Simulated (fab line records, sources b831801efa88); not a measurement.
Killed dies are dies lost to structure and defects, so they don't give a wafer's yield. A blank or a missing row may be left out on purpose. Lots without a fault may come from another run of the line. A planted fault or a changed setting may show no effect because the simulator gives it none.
Which tool did it? | flow sky130 | 9 lots, 27 wafers sampled, at 6 steps of a route of 708

WHAT THE GAUGES READ, wafer by wafer
SKY_VIA3_BOW_MEAS_03.
lot  | measured     | on            | VIA3_BOW (um)
L654 | day 38 15:03 | film_metro-02 | 72 75 79
L657 | day 39 13:56 | film_metro-01 | 88 75 74
L661 | day 40 17:26 | film_metro-01 | 83 79 77
L662 | day 41 09:20 | film_metro-01 | 78 75 77
L665 | day 42 08:00 | film_metro-04 | 78 68 87
L667 | day 42 15:43 | film_metro-04 | 82 88 89
L668 | day 42 16:53 | film_metro-04 | 85 80 85
L671 | day 43 19:10 | film_metro-01 | 90 86 87
L674 | day 44 16:59 | film_metro-01 | 86 77 78

SKY_VIA3_CD_MEAS_12: target cd 200 nm.
lot  | measured     | on        | cd_nm (nm)
L654 | day 39 15:27 | cd_sem-02 | 199.4 200.1 200.4
L657 | day 40 14:43 | cd_sem-02 | 200.1 198.4 197.1
L661 | day 41 17:40 | cd_sem-02 | 197.2 197.8 197.1
L662 | day 42 09:34 | cd_sem-01 | 199.1 198.7 198.6
L665 | day 43 07:11 | cd_sem-01 | 200.4 200.5 200.0
L667 | day 43 14:07 | cd_sem-01 | 200.1 199.9 201.5
L668 | day 43 15:04 | cd_sem-01 | 199.2 199.4 199.8
L671 | day 44 16:34 | cd_sem-01 | 201.2 200.4 201.3
L674 | day 45 14:42 | cd_sem-01 | 198.5 200.2 198.2

SKY_CAP2M_RS_MEAS_03: measures by four-point-probe.
lot  | measured     | on            | CAP2M_TIN_RS (ohm/sq)
L654 | day 39 17:19 | film_metro-01 | 6.96 6.93 6.95
L657 | day 40 16:34 | film_metro-03 | 6.93 7.02 6.98
L661 | day 41 19:31 | film_metro-01 | 6.78 6.80 6.75
L662 | day 42 11:25 | film_metro-02 | 6.99 7.12 6.94
L665 | day 43 09:04 | film_metro-02 | 6.97 6.88 6.85
L667 | day 43 16:01 | film_metro-02 | 6.95 6.92 6.90
L668 | day 43 17:01 | film_metro-02 | 6.88 6.78 6.81
L671 | day 44 18:25 | film_metro-02 | 6.79 6.91 6.83
L674 | day 45 16:44 | film_metro-02 | 7.01 7.60 7.03

SKY_CAP2M_THK_MEAS_04: measures by xrf.
lot  | measured     | on            | CAP2M_TIN_THK (nm)
L654 | day 39 17:24 | film_metro-01 | 198.3 199.5 199.6
L657 | day 40 16:40 | film_metro-03 | 201.6 197.7 199.8
L661 | day 41 19:38 | film_metro-01 | 203.3 202.5 204.1
L662 | day 42 11:32 | film_metro-02 | 200.2 197.2 200.8
L665 | day 43 09:11 | film_metro-02 | 200.7 202.4 204.7
L667 | day 43 16:08 | film_metro-02 | 201.7 201.4 202.3
L668 | day 43 17:08 | film_metro-02 | 203.7 205.6 204.8
L671 | day 44 18:32 | film_metro-02 | 203.5 200.4 204.0
L674 | day 45 16:50 | film_metro-02 | 198.3 183.8 198.7

WHICH TOOL RAN EACH LOT (tool, then ch and the chambers of the sampled wafers, then the start)
lot  | SKY_VIA3_STRIP_16                    | SKY_CAP2M_SPUTTER_02
L654 | plasma_asher-04 ch 0,1, day 39 15:41 | pvd_sputter-02, day 39 17:08
L657 | plasma_asher-01 ch 0,1, day 40 14:56 | pvd_sputter-04, day 40 16:26
L661 | plasma_asher-04 ch 0, day 41 17:53   | pvd_sputter-02, day 41 19:23
L662 | plasma_asher-02 ch 0,1, day 42 09:49 | pvd_sputter-04, day 42 11:19
L665 | plasma_asher-02 ch 0,1, day 43 07:26 | pvd_sputter-01, day 43 08:57
L667 | plasma_asher-01 ch 0,1, day 43 14:20 | pvd_sputter-04, day 43 15:53
L668 | plasma_asher-01 ch 0, day 43 15:19   | pvd_sputter-01, day 43 16:55
L671 | plasma_asher-02 ch 1, day 44 16:48   | pvd_sputter-01, day 44 18:18
L674 | plasma_asher-04 ch 0,1, day 45 14:57 | pvd_sputter-04, day 45 16:36
- SKY_VIA3_STRIP_16: strips in O2/N2.
- SKY_CAP2M_SPUTTER_02: material TiN, target thk 200 nm, time 166.7 s.

WHAT THE TOOLS THEMSELVES READ (means of the sampled wafers that have a number; where no wafer has one, the mark that the record gives instead)
SKY_VIA3_STRIP_16.
lot  | tool            | drypump_motor_current_A (A) | o2_flow_sccm (sccm) | oes_product_au (a.u.) | strip_time_to_endpoint_s (s)
L654 | plasma_asher-04 | 5.5                         | 2999                | 0.402                 | 4.145
L657 | plasma_asher-01 | 6.4                         | 3000                | 0.402                 | 4.157
L661 | plasma_asher-04 | 5.3                         | 2992                | 0.405                 | 4.138
L662 | plasma_asher-02 | 5.7                         | 2997                | 0.403                 | 4.126
L665 | plasma_asher-02 | 5.7                         | 2998                | 0.403                 | 4.135
L667 | plasma_asher-01 | 6.4                         | 2998                | 0.397                 | 4.114
L668 | plasma_asher-01 | 6.3                         | 3006                | 0.402                 | 4.118
L671 | plasma_asher-02 | 6.0                         | 3000                | 0.402                 | 4.127
L674 | plasma_asher-04 | 5.5                         | 2994                | 0.400                 | 4.132

SKY_CAP2M_SPUTTER_02.
lot  | tool           | cathode_dc_power_W (W) | chamber_pressure_pa (Pa) | throttle_valve_pct (%)
L654 | pvd_sputter-02 | 6499.5                 | 0.4006                   | 28.7
L657 | pvd_sputter-04 | 6499.1                 | 0.3994                   | 30.1
L661 | pvd_sputter-02 | 6500.4                 | 0.3997                   | 29.6
L662 | pvd_sputter-04 | 6500.7                 | 0.3995                   | 29.7
L665 | pvd_sputter-01 | 6500.5                 | 0.4000                   | 29.5
L667 | pvd_sputter-04 | 6499.8                 | 0.4002                   | 29.8
L668 | pvd_sputter-01 | 6499.3                 | 0.4005                   | 29.8
L671 | pvd_sputter-01 | 6499.7                 | 0.4001                   | 29.7
L674 | pvd_sputter-04 | 6500.7                 | 0.4774                   | 27.7

THE ANSWER, worked out from the rows above alone
Rule: what is usual is taken from the lots themselves. Put in order of their means at a reading, lots are off if they are a third of the lots or fewer, leave a main group of 4 or more, and stand apart from it by a gap of 3 or more times the standard deviation of the main group's means; of several such gaps the widest counts. A main group whose means are all the same, to the digits that the tables above print for the reading, isn't used. A lot without any number at a reading at which 4 lots or more have one is off too. The other lots that the step has rows for count as sound. The gauges are gone through in route order, then the tools' own readings, and for those a lot's mean is taken as printed above. The first step at which some lot is off is used, and at that step the reading that is off furthest; a lot without a number counts as furthest.
Off: L674, at SKY_CAP2M_SPUTTER_02 (chamber_pressure_pa). The main group: mean 0.4000 Pa, standard deviation 0.00041.
A tool fits if, at that step or a process step before it, it ran every lot that is off, and no sound lot after the first of them. Can't be told from this: 2 tools fit, plasma_asher-04 at SKY_VIA3_STRIP_16, pvd_sputter-04 at SKY_CAP2M_SPUTTER_02.

WHAT THE SIMULATOR HAD PUT IN
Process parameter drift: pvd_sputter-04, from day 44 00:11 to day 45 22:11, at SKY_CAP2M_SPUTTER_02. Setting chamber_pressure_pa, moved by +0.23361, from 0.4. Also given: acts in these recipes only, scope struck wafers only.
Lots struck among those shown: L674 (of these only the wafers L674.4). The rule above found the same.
